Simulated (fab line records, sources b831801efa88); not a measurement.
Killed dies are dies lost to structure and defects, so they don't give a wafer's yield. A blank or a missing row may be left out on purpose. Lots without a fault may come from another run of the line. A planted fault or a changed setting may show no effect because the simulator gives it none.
Which tool did it? | flow sky130 | 10 lots, 30 wafers sampled, at 2 steps of a route of 708

WHAT THE GAUGES READ, wafer by wafer
SKY_VIA3_THK_MEAS_23: measures by xrf. Usual: VIA3_W_THK 381 nm, standard deviation 5.4.
lot  | measured     | on            | VIA3_W_THK (nm) | flag
L335 | day 40 05:50 | film_metro-01 | 385 381 387     |
L337 | day 40 17:29 | film_metro-02 | 385 378 382     |
L338 | day 40 19:42 | film_metro-03 | 385 390 388     |
L339 | day 41 13:26 | film_metro-03 | 380 382 380     |
L345 | day 43 00:00 | film_metro-03 | 381 380 381     |
L346 | day 43 06:05 | film_metro-03 | 379 377 376     |
L350 | day 44 11:59 | film_metro-02 | 371 378 380     |
L348 | day 44 16:20 | film_metro-03 | 377 378 378     |
L349 | day 44 17:55 | film_metro-02 | 379 378 381     |
L357 | day 46 17:35 | film_metro-01 | 386 383 382     |

WHICH TOOL RAN EACH LOT (tool, then ch and the chambers of the sampled wafers, then the start)
lot  | SKY_METAL3_METAL_ETCH_18
L335 | rie_metal-03 ch 0,1, day 39 02:37
L337 | rie_metal-02 ch 0,1, day 39 13:56
L338 | rie_metal-02 ch 0,1, day 39 16:14
L339 | rie_metal-02 ch 0,1, day 40 10:48
L345 | rie_metal-04 ch 0,1, day 41 21:44
L346 | rie_metal-04 ch 0,1, day 42 05:01
L350 | rie_metal-03 ch 0,1, day 43 11:47
L348 | rie_metal-04 ch 0,1, day 43 15:11
L349 | rie_metal-04 ch 1, day 43 16:09
L357 | rie_metal-02 ch 0,1, day 45 18:12
- SKY_METAL3_METAL_ETCH_18: etches the open film in Cl2/BCl3, stops on SiO2, target depth 845 nm, time 183.1 s.

WHAT THE TOOLS THEMSELVES READ (means of the sampled wafers that have a number; where no wafer has one, the mark that the record gives instead)
SKY_METAL3_METAL_ETCH_18. Usual: drypump_motor_current_A 5.7 A, standard deviation 0.32; oes_product_au 0.865 a.u., standard deviation 0.0055; run_length_s 211.6 s, standard deviation 0.35; throttle_valve_pct 22.265 %, standard deviation 0.0085.
lot  | tool         | drypump_motor_current_A (A) | oes_product_au (a.u.) | run_length_s (s) | throttle_valve_pct (%) | flag
L335 | rie_metal-03 | 5.9                         | 0.861                 | 211.6            | 22.279                 |
L337 | rie_metal-02 | 5.6                         | 0.863                 | 211.6            | 22.263                 |
L338 | rie_metal-02 | 5.6                         | 0.870                 | 211.7            | 22.262                 |
L339 | rie_metal-02 | 5.6                         | 0.864                 | 212.0            | 22.264                 |
L345 | rie_metal-04 | 5.7                         | 0.872                 | 211.4            | 22.264                 |
L346 | rie_metal-04 | 5.4                         | 0.863                 | 211.6            | 22.268                 |
L350 | rie_metal-03 | 5.8                         | 0.860                 | 211.4            | 22.264                 |
L348 | rie_metal-04 | 5.7                         | 0.872                 | 211.4            | 22.268                 |
L349 | rie_metal-04 | 5.2                         | 0.861                 | 211.8            | 22.261                 |
L357 | rie_metal-02 | 5.8                         | 0.868                 | 211.7            | 22.263                 |

THE ANSWER, worked out from the rows above alone
Rule: a lot is off if the mean of its wafers that have a number lies more than 3 standard deviations from the usual mean. A lot without any number at a reading at which 4 lots or more have one is off too. The other lots that the step has rows for count as sound. The gauges are gone through in route order, then the tools' own readings, and for those a lot's mean is taken as printed above. The first step at which some lot is off is used, and at that step the reading that is off furthest; a lot without a number counts as furthest.
No lot is off at any reading shown: from this, nothing can be told.

WHAT THE SIMULATOR HAD PUT IN
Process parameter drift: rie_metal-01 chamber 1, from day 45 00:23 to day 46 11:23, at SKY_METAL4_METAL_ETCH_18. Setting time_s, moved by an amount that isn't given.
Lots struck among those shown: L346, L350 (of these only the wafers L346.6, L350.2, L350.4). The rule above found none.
